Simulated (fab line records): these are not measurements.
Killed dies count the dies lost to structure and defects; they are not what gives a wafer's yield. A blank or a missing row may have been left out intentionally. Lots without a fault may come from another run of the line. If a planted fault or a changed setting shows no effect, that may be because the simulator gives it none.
Code-filled problem report in 8D (eight disciplines) form || flow sfq-line || the parts of the form that need people (team, actions taken, sign-off) are left out

== 1. THE PROBLEM ==
M6_NB_RS at SFQ_M6_RS_MEAS_938 reads a mean of 1.630 ohm/sq on 1 wafer of 1 lot; wafers without a fault read 0.891 ohm/sq with a standard deviation of 0.0076. Measured from the usual mean, that is +97 standard deviations.
The step: measures by four-point-probe.
Seen first at day 76 07:24 on film-metro-03, wafer L615.3. The record has a number at this step for 39 wafers belonging to 13 lots. Rule for "out" (also "out of limits"): further than 4 standard deviations from the usual mean. The other wafers with a number count as sound.

== 2. WHAT IT IS; WHAT IT IS NOT ==
{"question": "which readings at this step", "is": "M6_NB_RS", "is not": "-"}
{"question": "which lots", "is": "L615", "is not": "L604, L605, L606, L607, L608, L609, L610, L616, L620, L621, L623, L626"}
{"question": "which wafers of those lots", "is": "L615.3", "is not": "L615.4, L615.6"}
{"question": "read on which gauges", "is": "film-metro-03", "is not": "film-metro-01, film-metro-04"}
{"question": "when", "is": "from day 76 07:24", "is not": "up to then (23 sound wafers); but 15 sound wafers of L616, L620, L621, L623, L626 came after"}

== 3. THE SUSPECTS, EACH WITH WHAT RULES IT OUT ==
Counting: a tool at a process step up to the reading stays a suspect if it ran every lot that is out. Sound lots after the first of them don't rule it out here, since some wafers of a struck lot are sound.
- ruled out: the gauge at SFQ_M6_RS_MEAS_938. All the wafers that are out were read on film-metro-03, but those of them that SFQ_TRILAYER_M6_ETCH_METAL_ETCH_162 has rows for are out there too, on other tools.
- rie-diel-03 at SFQ_TRILAYER_I5_ETCH_VIA_ETCH_147 (etches the open film in CHF3, stops on Nb, target depth 360 nm): kept. It ran the lot that is out, L615 (day 71 21:16); its last sound lot up to then is L608 (day 68 15:38).
- pvd-sputter-04 at SFQ_TRILAYER_M6_DEP_SPUTTER_157 (material Nb, target thk 200 nm, time 133.3 s): kept. It ran the lot that is out, L615 (day 76 07:16); its last sound lot up to then is L609 (day 72 10:27).
The count leaves pvd-sputter-04 at SFQ_TRILAYER_M6_DEP_SPUTTER_157 and rie-diel-03 at SFQ_TRILAYER_I5_ETCH_VIA_ETCH_147.

== 4. THE CAUSE (what the simulator had put in) ==
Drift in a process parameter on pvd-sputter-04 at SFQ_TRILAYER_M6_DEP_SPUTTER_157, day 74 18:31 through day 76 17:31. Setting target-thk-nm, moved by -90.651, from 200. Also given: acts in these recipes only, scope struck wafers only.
Counting leaves 2 suspects; this tool is one of them.

== 5. THE EFFECT CHAIN, in route order ==
One row per reading whose mean, taken over the struck wafers that have a number, lies over 3 standard deviations from the usual. Only readings for which the record gives a usual standard deviation are gone through. hours: the time from each lot's start at the first step in this table that gives one to its start at this step, as a median over the lots. sigmas: the change in usual standard deviations.
{"hours": 0, "step": "SFQ_M6_RS_MEAS_938", "reading": "M6_NB_RS", "usual": "0.891 ohm/sq", "on struck wafers": 1.630, "change": "+0.739", "sigmas": "+97"}
{"hours": 3, "step": "SFQ_TRILAYER_M6_ETCH_METAL_ETCH_162", "reading": "oes-product-au", "usual": "0.892 a.u.", "on struck wafers": 0.668, "change": -0.224, "sigmas": -36}
The process steps in it:
- SFQ_TRILAYER_M6_ETCH_METAL_ETCH_162: etches Nb in Cl2/Ar, stops on SiO2, target depth 240 nm, time 120 s.
Later measuring or inspecting steps at which every struck wafer that the step has a row for has a number for every such reading, and none has moved that far: SFQ_M6_OVL_MEAS_940.

== 6. WHAT WOULD HAVE CAUGHT IT SOONER ==
Counted from the fault's start at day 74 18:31, it took 37 hours until the first out-of-limits reading at a measuring or inspecting step in this record, taken at day 76 07:24.
An alarm limit of 4 standard deviations would not have fired on the tool readings at SFQ_TRILAYER_M6_DEP_SPUTTER_157 for which the record gives a usual standard deviation, since none of them was out on any struck wafer.
The start of SFQ_TRILAYER_M6_DEP_SPUTTER_157 on pvd-sputter-04 came by day 76 07:24 for every one of the lots that are out (1). Holding the tool at that point would not have protected any of them.
